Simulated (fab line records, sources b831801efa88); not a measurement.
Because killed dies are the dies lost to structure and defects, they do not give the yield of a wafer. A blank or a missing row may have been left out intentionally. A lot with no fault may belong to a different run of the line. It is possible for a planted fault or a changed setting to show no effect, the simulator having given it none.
The tool behind it: which one? | flow sky130 | 18 wafers from 6 lots sampled at 2 of the route's 708 steps

WHAT EACH GAUGE READ, for each wafer
SKY_SD_P_OVL_MEAS_08.
lot  | measured     | on         | SD_P_OVL (nm)
L182 | day 26 17:05 | overlay-01 | -3.0 -3.2 -2.9
L190 | day 29 14:45 | overlay-01 | -1.4 -1.8 -0.1
L193 | day 30 12:03 | overlay-01 | -0.5 -3.0 -2.7
L195 | day 31 07:35 | overlay-01 | -0.2 -0.2 -0.5
L198 | day 31 23:23 | overlay-01 | -2.3 -1.4 -1.1
L201 | day 32 20:40 | overlay-01 | -0.6 0.9 -0.5

TOOL THAT RAN EACH LOT (tool first, then ch and the chambers of the sampled wafers, then the start)
lot  | SKY_LDD_HVP_STRIP_09
L182 | plasma-asher-02 ch 0,1, day 22 21:03
L190 | plasma-asher-03 ch 0,1, day 25 21:29
L193 | plasma-asher-04 ch 0,1, day 26 20:07
L195 | plasma-asher-04 ch 0,1, day 27 14:51
L198 | plasma-asher-04 ch 0,1, day 28 07:03
L201 | plasma-asher-03 ch 1, day 29 05:50
- SKY_LDD_HVP_STRIP_09: strips in O2/N2.

THE ANSWER, worked out from the rows above alone
Rule: what is usual is taken from the lots themselves. Put in order of their means at a reading, lots are off if they are a third of the lots or fewer, leave a main group of 4 or more, and stand apart from it by a gap of 3 or more times the standard deviation of the main group's means; of several such gaps the widest counts. Not used: any main group whose means are identical at the precision the tables above print for the reading. A lot without any number at a reading at which 4 lots or more have one is off too. The other lots that the step has rows for count as sound.
None of the lots is off at any reading shown; this tells nothing.

WHAT WAS PUT IN BY THE SIMULATOR
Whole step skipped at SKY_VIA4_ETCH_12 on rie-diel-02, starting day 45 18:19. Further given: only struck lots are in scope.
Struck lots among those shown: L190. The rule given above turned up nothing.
